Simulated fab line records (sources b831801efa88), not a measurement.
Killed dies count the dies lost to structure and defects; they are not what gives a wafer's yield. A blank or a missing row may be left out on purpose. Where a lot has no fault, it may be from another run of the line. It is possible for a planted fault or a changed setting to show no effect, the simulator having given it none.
Which tool did it? + flow sky130 + Sampling: 11 lots, 32 wafers, 3 of 708 route steps

## WHAT THE GAUGES SHOWED, per wafer
SKY_PASSIVATION_THK_MEAS_03.
| lot  | measured     | on            | PASSIVATION_CVD_02_THK (nm) |
|------|--------------|---------------|-----------------------------|
| L337 | day 43 05:24 | film_metro-01 | 538 538 536                 |
| L338 | day 43 16:20 | film_metro-02 | 533 536 547                 |
| L339 | day 43 22:56 | film_metro-02 | 543 537 547                 |
| L341 | day 44 19:10 | film_metro-03 | 532 536 547                 |
| L343 | day 45 02:50 | film_metro-03 | 542 542 547                 |
| L344 | day 45 11:26 | film_metro-01 | 539 540 541                 |
| L346 | day 46 01:17 | film_metro-02 | 530 529 543                 |
| L349 | day 46 18:53 | film_metro-02 | 529 530 536                 |
| L351 | day 48 13:16 | film_metro-03 | 792 545 792 545             |
| L360 | day 49 17:02 | film_metro-01 | 531 533 549                 |
| L359 | day 49 23:14 | film_metro-01 | 546 553 555                 |

## WHICH TOOL RAN EACH LOT (tool, then ch and the chambers of the sampled wafers, then the start)
| lot  | SKY_VIA3_ETCH_14                   | SKY_PASSIVATION_CVD_02          |
|------|------------------------------------|---------------------------------|
| L337 | rie_diel-02 ch 0,1,2, day 38 22:14 | pecvd-04 ch 1,2, day 43 05:10   |
| L338 | rie_diel-02 ch 0,1,2, day 39 09:47 | pecvd-04 ch 0,1,2, day 43 16:06 |
| L339 | rie_diel-02 ch 0,1, day 39 17:11   | pecvd-03 ch 0,2, day 43 22:42   |
| L341 | rie_diel-04 ch 0,1,3, day 40 15:41 | pecvd-04 ch 0,1,2, day 44 18:57 |
| L343 | rie_diel-01 ch 0,1,2, day 41 01:50 | pecvd-03 ch 1,2, day 45 02:37   |
| L344 | rie_diel-04 ch 0,1,2, day 41 13:50 | pecvd-01 ch 0,1, day 45 11:11   |
| L346 | rie_diel-04 ch 1,2,3, day 42 03:08 | pecvd-04 ch 0,1,2, day 46 01:02 |
| L349 | rie_diel-02 ch 0,1,3, day 42 21:24 | pecvd-03 ch 0,1,2, day 46 18:40 |
| L351 | rie_diel-02 ch 2, day 44 22:57     | pecvd-04 ch 1,2, day 48 13:08   |
| L360 | rie_diel-01 ch 0,2, day 46 08:05   | pecvd-01 ch 0,1,2, day 49 16:49 |
| L359 | rie_diel-04 ch 0,2, day 46 13:33   | pecvd-01 ch 1,2, day 49 22:59   |
- SKY_VIA3_ETCH_14: etches BARC in N2/H2, stops on SiO2, time 45.9 s, target depth 60 nm.
- SKY_PASSIVATION_CVD_02: deposits Si3N4, target thk 540 nm.

## THE ANSWER, worked out from the rows above alone
Rule: usual is defined by the lots themselves. Put in order of their means at a reading, lots are off if they are a third of the lots or fewer, leave a main group of 4 or more, and stand apart from it by a gap of 3 or more times the standard deviation of the main group's means; of several such gaps the widest counts. A main group is skipped when, at the precision printed for the reading in the tables above, its means are all equal. Also off: a lot with no number at a reading for which 4 or more lots have one. All remaining lots with rows at the step are treated as sound.
Off: L351, seen at SKY_PASSIVATION_THK_MEAS_03 (PASSIVATION_CVD_02_THK). Main group: mean 540 nm, sd 5.2.
If a tool, at a process step before that reading, ran all the lots that are off and no sound lot after the first of them, it fits. The gauges at SKY_PASSIVATION_THK_MEAS_03 are tried like those tools. Can't be told from this: 3 tools fit, rie_diel-02 at SKY_VIA3_ETCH_14, pecvd-04 at SKY_PASSIVATION_CVD_02, film_metro-03 at SKY_PASSIVATION_THK_MEAS_03.

## WHAT WAS PUT IN BY THE SIMULATOR
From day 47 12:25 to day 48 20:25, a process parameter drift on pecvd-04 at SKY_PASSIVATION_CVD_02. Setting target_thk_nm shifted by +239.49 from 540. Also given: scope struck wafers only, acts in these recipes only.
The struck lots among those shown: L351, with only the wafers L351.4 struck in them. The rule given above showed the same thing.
